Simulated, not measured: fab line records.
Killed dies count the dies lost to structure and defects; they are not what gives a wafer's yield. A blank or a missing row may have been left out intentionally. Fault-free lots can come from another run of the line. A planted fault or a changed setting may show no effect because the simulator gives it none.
The tool behind it: which one? / flow sky130 / Sampling: 13 lots, 39 wafers, 4 of 708 route steps

WHAT THE GAUGES SHOWED, per wafer
SKY_NWELL_RS_MEAS_31: the measuring method here is four-point-probe. Usual: PWDE_RS 5273 ohm/sq, standard deviation 19.
lot=L820; measured=day 5 01:10; on=film-metro-04; PWDE_RS (ohm/sq)=5270 5271 5260; flag=
lot=L821; measured=day 5 11:38; on=film-metro-03; PWDE_RS (ohm/sq)=5281 5292 5283; flag=
lot=L822; measured=day 5 18:30; on=film-metro-04; PWDE_RS (ohm/sq)=5246 5251 5245; flag=
lot=L827; measured=day 7 02:30; on=film-metro-01; PWDE_RS (ohm/sq)=5276 5265 5251; flag=
lot=L829; measured=day 7 14:54; on=film-metro-01; PWDE_RS (ohm/sq)=5241 5264 5259; flag=
lot=L831; measured=day 8 03:49; on=film-metro-01; PWDE_RS (ohm/sq)=5293 5259 5284; flag=
lot=L832; measured=day 8 10:22; on=film-metro-03; PWDE_RS (ohm/sq)=5279 5292 5296; flag=
lot=L834; measured=day 8 21:21; on=film-metro-03; PWDE_RS (ohm/sq)=5263 5276 5274; flag=
lot=L835; measured=day 9 06:44; on=film-metro-03; PWDE_RS (ohm/sq)=5298 5282 5271; flag=
lot=L837; measured=day 9 12:37; on=film-metro-04; PWDE_RS (ohm/sq)=5240 5263 5269; flag=
lot=L838; measured=day 9 19:28; on=film-metro-03; PWDE_RS (ohm/sq)=5293 5291 5269; flag=
lot=L839; measured=day 10 06:02; on=film-metro-04; PWDE_RS (ohm/sq)=5321 5309 5308; flag=
lot=L842; measured=day 11 00:59; on=film-metro-01; PWDE_RS (ohm/sq)=5274 5242 5266; flag=

SKY_VT_ADJUST_HVTP_OVL_MEAS_08. Usual: VT_ADJUST_HVTP_OVL 0.5 nm, standard deviation 1.5.
lot=L820; measured=day 5 18:39; on=overlay-02; VT_ADJUST_HVTP_OVL (nm)=0.9 0.1 -1.2; flag=
lot=L821; measured=day 6 05:08; on=overlay-01; VT_ADJUST_HVTP_OVL (nm)=0.8 -0.6 -1.2; flag=
lot=L822; measured=day 6 13:23; on=overlay-02; VT_ADJUST_HVTP_OVL (nm)=-2.3 -1.5 -0.8; flag=
lot=L827; measured=day 7 22:40; on=overlay-01; VT_ADJUST_HVTP_OVL (nm)=291.8 293.1 292.2; flag=OFF
lot=L829; measured=day 8 11:14; on=overlay-02; VT_ADJUST_HVTP_OVL (nm)=290.6 289.4 289.5; flag=OFF
lot=L831; measured=day 9 00:23; on=overlay-01; VT_ADJUST_HVTP_OVL (nm)=288.9 291.1 287.8; flag=OFF
lot=L832; measured=day 9 07:03; on=overlay-02; VT_ADJUST_HVTP_OVL (nm)=288.5 288.9 287.3; flag=OFF
lot=L834; measured=day 9 17:20; on=overlay-02; VT_ADJUST_HVTP_OVL (nm)=-0.3 1.4 -0.9; flag=
lot=L835; measured=day 10 04:05; on=overlay-01; VT_ADJUST_HVTP_OVL (nm)=3.1 2.7 2.1; flag=
lot=L837; measured=day 10 09:26; on=overlay-02; VT_ADJUST_HVTP_OVL (nm)=0.1 2.8 -0.4; flag=
lot=L838; measured=day 10 17:05; on=overlay-01; VT_ADJUST_HVTP_OVL (nm)=1.7 2.6 0.0; flag=
lot=L839; measured=day 11 04:02; on=overlay-01; VT_ADJUST_HVTP_OVL (nm)=0.1 1.0 1.1; flag=
lot=L842; measured=day 12 00:41; on=overlay-01; VT_ADJUST_HVTP_OVL (nm)=1.1 1.4 0.0; flag=

SKY_SD_N_RS_MEAS_16: the measuring method here is four-point-probe. Usual: SD_N_RS 68.57 ohm/sq, standard deviation 0.15.
lot=L820; measured=day 27 06:05; on=film-metro-03; SD_N_RS (ohm/sq)=68.40 68.38 68.40; flag=
lot=L821; measured=day 27 22:01; on=film-metro-02; SD_N_RS (ohm/sq)=68.78 68.84 68.54; flag=
lot=L822; measured=day 28 07:53; on=film-metro-03; SD_N_RS (ohm/sq)=68.48 68.66 68.60; flag=
lot=L827; measured=day 30 03:03; on=film-metro-02; SD_N_RS (ohm/sq)=68.65 68.80 68.51; flag=
lot=L829; measured=day 30 23:45; on=film-metro-02; SD_N_RS (ohm/sq)=68.81 68.84 68.74; flag=
lot=L831; measured=day 31 15:24; on=film-metro-02; SD_N_RS (ohm/sq)=68.59 68.44 68.73; flag=
lot=L832; measured=day 32 00:49; on=film-metro-03; SD_N_RS (ohm/sq)=68.48 68.53 68.42; flag=
lot=L834; measured=day 32 19:49; on=film-metro-03; SD_N_RS (ohm/sq)=68.47 68.61 68.30; flag=
lot=L835; measured=day 33 03:43; on=film-metro-04; SD_N_RS (ohm/sq)=68.37 68.49 68.28; flag=
lot=L837; measured=day 33 13:03; on=film-metro-03; SD_N_RS (ohm/sq)=68.66 68.59 68.55; flag=
lot=L838; measured=day 33 16:36; on=film-metro-02; SD_N_RS (ohm/sq)=68.53 68.75 68.50; flag=
lot=L839; measured=day 34 04:47; on=film-metro-02; SD_N_RS (ohm/sq)=68.83 68.74 68.65; flag=
lot=L842; measured=day 35 07:41; on=film-metro-03; SD_N_RS (ohm/sq)=68.70 68.57 68.57; flag=

TOOL THAT RAN EACH LOT (tool first, then ch and the chambers of the sampled wafers, then the start)
lot=L820; SKY_VT_ADJUST_HVTP_EXPOSE_04=iline-stepper-01 ch 0, day 5 10:19
lot=L821; SKY_VT_ADJUST_HVTP_EXPOSE_04=iline-stepper-01 ch 0, day 5 20:17
lot=L822; SKY_VT_ADJUST_HVTP_EXPOSE_04=iline-stepper-02 ch 0, day 6 03:37
lot=L827; SKY_VT_ADJUST_HVTP_EXPOSE_04=iline-stepper-01 ch 0, day 7 12:53
lot=L829; SKY_VT_ADJUST_HVTP_EXPOSE_04=iline-stepper-01 ch 0, day 8 01:29
lot=L831; SKY_VT_ADJUST_HVTP_EXPOSE_04=iline-stepper-01 ch 0, day 8 14:11
lot=L832; SKY_VT_ADJUST_HVTP_EXPOSE_04=iline-stepper-01 ch 0, day 8 20:31
lot=L834; SKY_VT_ADJUST_HVTP_EXPOSE_04=iline-stepper-02 ch 0, day 9 07:41
lot=L835; SKY_VT_ADJUST_HVTP_EXPOSE_04=iline-stepper-02 ch 0, day 9 16:35
lot=L837; SKY_VT_ADJUST_HVTP_EXPOSE_04=iline-stepper-02 ch 0, day 9 22:20
lot=L838; SKY_VT_ADJUST_HVTP_EXPOSE_04=iline-stepper-02 ch 0, day 10 06:22
lot=L839; SKY_VT_ADJUST_HVTP_EXPOSE_04=iline-stepper-02 ch 0, day 10 16:41
lot=L842; SKY_VT_ADJUST_HVTP_EXPOSE_04=iline-stepper-02 ch 0, day 11 12:47
- SKY_VT_ADJUST_HVTP_EXPOSE_04: exposes mask HVTPM, target cd 380 nm.

AS READ BY THE TOOLS THEMSELVES (means over the sampled wafers that have a number; for cases with no such wafer, the mark the record gives instead)
The record holds no such reading with a usual standard deviation.

THE ANSWER, worked out from the rows above alone
Rule: take the mean of a lot's wafers that have a number; if it is more than 3 standard deviations from the usual mean, the lot is off. A lot without any number at a reading at which 4 lots or more have one is off too. All remaining lots with rows at the step are treated as sound. Order of review: gauges by route order, followed by the tools' own readings, for which a lot's mean as printed above is used. At the first step where some lot is off, the reading lying furthest off is the one used; lots without a number count as furthest.
Off: L827, L829, L831, L832, seen at SKY_VT_ADJUST_HVTP_OVL_MEAS_08 (VT_ADJUST_HVTP_OVL).
A tool fits if, at a process step before that reading, it ran every lot that is off, and no sound lot after the first of them. Gauges at SKY_VT_ADJUST_HVTP_OVL_MEAS_08: tried the same way as those tools. One fits: SKY_VT_ADJUST_HVTP_EXPOSE_04 on iline-stepper-01. Its last sound lot is L821 (day 5 20:17), its first lot that is off L827 (day 7 12:53): a fault that began between those two fits.

WHAT THE SIMULATOR HAD INSERTED
Scanner matching overlay: iline-stepper-01, from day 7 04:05 on, at SKY_VT_ADJUST_HVTP_EXPOSE_04. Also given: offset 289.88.
Shown lots that were struck: L827, L829, L831, L832. This agrees with what the rule above found.
